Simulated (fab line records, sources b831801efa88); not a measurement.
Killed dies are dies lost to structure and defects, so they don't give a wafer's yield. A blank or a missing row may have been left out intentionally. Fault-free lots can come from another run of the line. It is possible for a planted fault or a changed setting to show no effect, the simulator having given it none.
Which of the tools did it? | flow sky130 | 13 lots, 39 wafers sampled, at 4 steps of a route of 708

WHAT THE GAUGES SHOWED, per wafer
SKY_GATE_OXIDE_THK_MEAS_02.
lot  | measured     | on            | GATE_OXIDE_OXIDATION_00_THK (nm)
L279 | day 13 17:40 | film_metro-03 | 10.08 10.10 10.07
L280 | day 13 21:19 | film_metro-03 | 10.43 10.40 10.37
L281 | day 13 21:19 | film_metro-02 | 10.30 10.34 10.20
L284 | day 15 08:09 | film_metro-04 | 10.41 10.22 10.27
L286 | day 15 12:48 | film_metro-04 | 10.29 10.46 10.25
L287 | day 15 19:29 | film_metro-03 | 10.54 10.38 10.45
L288 | day 17 02:28 | film_metro-03 | 10.48 10.35 10.50
L289 | day 17 03:52 | film_metro-04 | 10.02 10.25 10.15
L290 | day 17 05:18 | film_metro-03 | 10.43 10.41 10.34
L295 | day 18 11:51 | film_metro-02 | 10.69 10.64 10.64
L296 | day 18 17:30 | film_metro-03 | 10.44 10.61 10.64
L297 | day 19 09:05 | film_metro-02 | 10.67 10.71 10.74
L300 | day 20 00:29 | film_metro-02 | 10.23 10.59 10.46

SKY_LDD_P_OVL_MEAS_08.
lot  | measured     | on         | LDD_P_OVL (nm)
L279 | day 20 01:46 | overlay-02 | 0.6 0.3 -0.2
L280 | day 20 11:46 | overlay-01 | 1.7 2.4 0.7
L281 | day 20 12:10 | overlay-01 | 3.0 1.5 2.3
L284 | day 21 19:52 | overlay-01 | 1.0 1.3 2.0
L286 | day 22 02:46 | overlay-02 | 2.9 2.9 1.0
L287 | day 22 09:13 | overlay-02 | 2.3 2.3 3.0
L288 | day 23 20:15 | overlay-01 | 3.2 1.4 -0.8
L289 | day 23 23:15 | overlay-02 | 1.7 0.3 -1.4
L290 | day 23 22:40 | overlay-02 | 1.9 -0.1 1.7
L295 | day 25 08:42 | overlay-02 | 0.0 2.9 -0.4
L296 | day 25 11:05 | overlay-02 | -1.4 -0.2 -2.2
L297 | day 26 02:01 | overlay-01 | -1.7 0.5 0.4
L300 | day 26 16:49 | overlay-02 | 0.6 -0.3 0.4

WHICH TOOL RAN EACH LOT (tool, then ch and the chambers of the sampled wafers, then the start)
lot  | SKY_GATE_OXIDE_STRIP_13              | SKY_LDD_N_IMPLANT_11
L279 | plasma_asher-03 ch 0,1, day 14 19:12 | implanter-03 ch 0, day 18 18:04
L280 | plasma_asher-04 ch 0,1, day 14 23:19 | implanter-03 ch 0, day 19 03:40
L281 | plasma_asher-03 ch 0,1, day 14 23:16 | implanter-02 ch 0, day 19 04:05
L284 | plasma_asher-02 ch 0,1, day 16 09:53 | implanter-01 ch 0, day 20 11:53
L286 | plasma_asher-04 ch 1, day 16 16:13   | implanter-01 ch 0, day 20 19:06
L287 | plasma_asher-02 ch 0,1, day 16 22:42 | implanter-02 ch 0, day 21 01:16
L288 | plasma_asher-02 ch 0,1, day 18 08:20 | implanter-01 ch 0, day 22 12:50
L289 | plasma_asher-03 ch 0,1, day 18 09:38 | implanter-01 ch 0, day 22 16:22
L290 | plasma_asher-04 ch 0,1, day 18 10:41 | implanter-03 ch 0, day 22 15:13
L295 | plasma_asher-02 ch 0,1, day 19 19:04 | implanter-01 ch 0, day 24 01:45
L296 | plasma_asher-02 ch 0,1, day 20 00:31 | implanter-01 ch 0, day 24 04:37
L297 | plasma_asher-04 ch 0,1, day 20 15:48 | implanter-02 ch 0, day 24 19:38
L300 | plasma_asher-04 ch 0,1, day 21 07:19 | implanter-03 ch 0, day 25 09:54
- SKY_GATE_OXIDE_STRIP_13: strips in O2/N2.
- SKY_LDD_N_IMPLANT_11

WHAT THE TOOLS THEMSELVES READ (means of the sampled wafers that have a number; where no wafer has one, the mark that the record gives instead)
SKY_GATE_OXIDE_STRIP_13.
lot  | tool            | drypump_motor_current_A (A) | oes_product_au (a.u.) | strip_time_to_endpoint_s (s)
L279 | plasma_asher-03 | 5.76                        | 0.715                 | 14.14
L280 | plasma_asher-04 | 6.16                        | 0.714                 | 14.13
L281 | plasma_asher-03 | 5.81                        | 0.712                 | 14.16
L284 | plasma_asher-02 | 5.85                        | 0.714                 | 14.22
L286 | plasma_asher-04 | 6.35                        | 0.717                 | 14.15
L287 | plasma_asher-02 | 5.84                        | 0.714                 | 14.17
L288 | plasma_asher-02 | 5.82                        | 0.719                 | 14.18
L289 | plasma_asher-03 | 5.81                        | 0.716                 | 14.23
L290 | plasma_asher-04 | 6.16                        | 0.714                 | 14.24
L295 | plasma_asher-02 | 5.85                        | 0.712                 | 14.17
L296 | plasma_asher-02 | 5.83                        | 0.717                 | 14.17
L297 | plasma_asher-04 | 5.98                        | 0.717                 | 14.18
L300 | plasma_asher-04 | 5.96                        | 0.718                 | 14.17

SKY_LDD_N_IMPLANT_11.
lot  | tool         | dose_ions_cm2 | rotation_deg (degrees)
L279 | implanter-03 | 7.500e+13     | 292.95
L280 | implanter-03 | 7.500e+13     | 293.04
L281 | implanter-02 | 7.497e+13     | 293.01
L284 | implanter-01 | 7.491e+13     | 293.03
L286 | implanter-01 | 7.498e+13     | 293.08
L287 | implanter-02 | 7.506e+13     | 293.01
L288 | implanter-01 | 7.499e+13     | 293.02
L289 | implanter-01 | 7.503e+13     | 292.97
L290 | implanter-03 | 7.507e+13     | 293.01
L295 | implanter-01 | 7.508e+13     | 353.76
L296 | implanter-01 | 7.511e+13     | 353.67
L297 | implanter-02 | 7.510e+13     | 293.04
L300 | implanter-03 | 7.497e+13     | 293.01

THE ANSWER, worked out from the rows above alone
Rule: the usual values come from the lots themselves. Put in order of their means at a reading, lots are off if they are a third of the lots or fewer, leave a main group of 4 or more, and stand apart from it by a gap of 3 or more times the standard deviation of the main group's means; of several such gaps the widest counts. A main group whose means are all the same, to the digits that the tables above print for the reading, isn't used. A lot without any number at a reading at which 4 lots or more have one is off too. The other lots that the step has rows for count as sound. After the gauges, taken in route order, come the tools' own readings; for these a lot's mean is taken, as printed above. At the first step where some lot is off, the reading lying furthest off is the one used; lots without a number count as furthest.
Off at SKY_LDD_N_IMPLANT_11 (rotation_deg): L295, L296. The main group: mean 293.02 degrees, standard deviation 0.033.
If a tool, at that step or one of the process steps before it, ran each lot that is off and ran no sound lot following the first of them, it fits. Undecided on this evidence; 2 tools fit (plasma_asher-02 at SKY_GATE_OXIDE_STRIP_13, implanter-01 at SKY_LDD_N_IMPLANT_11).

WHAT THE SIMULATOR HAD PUT IN
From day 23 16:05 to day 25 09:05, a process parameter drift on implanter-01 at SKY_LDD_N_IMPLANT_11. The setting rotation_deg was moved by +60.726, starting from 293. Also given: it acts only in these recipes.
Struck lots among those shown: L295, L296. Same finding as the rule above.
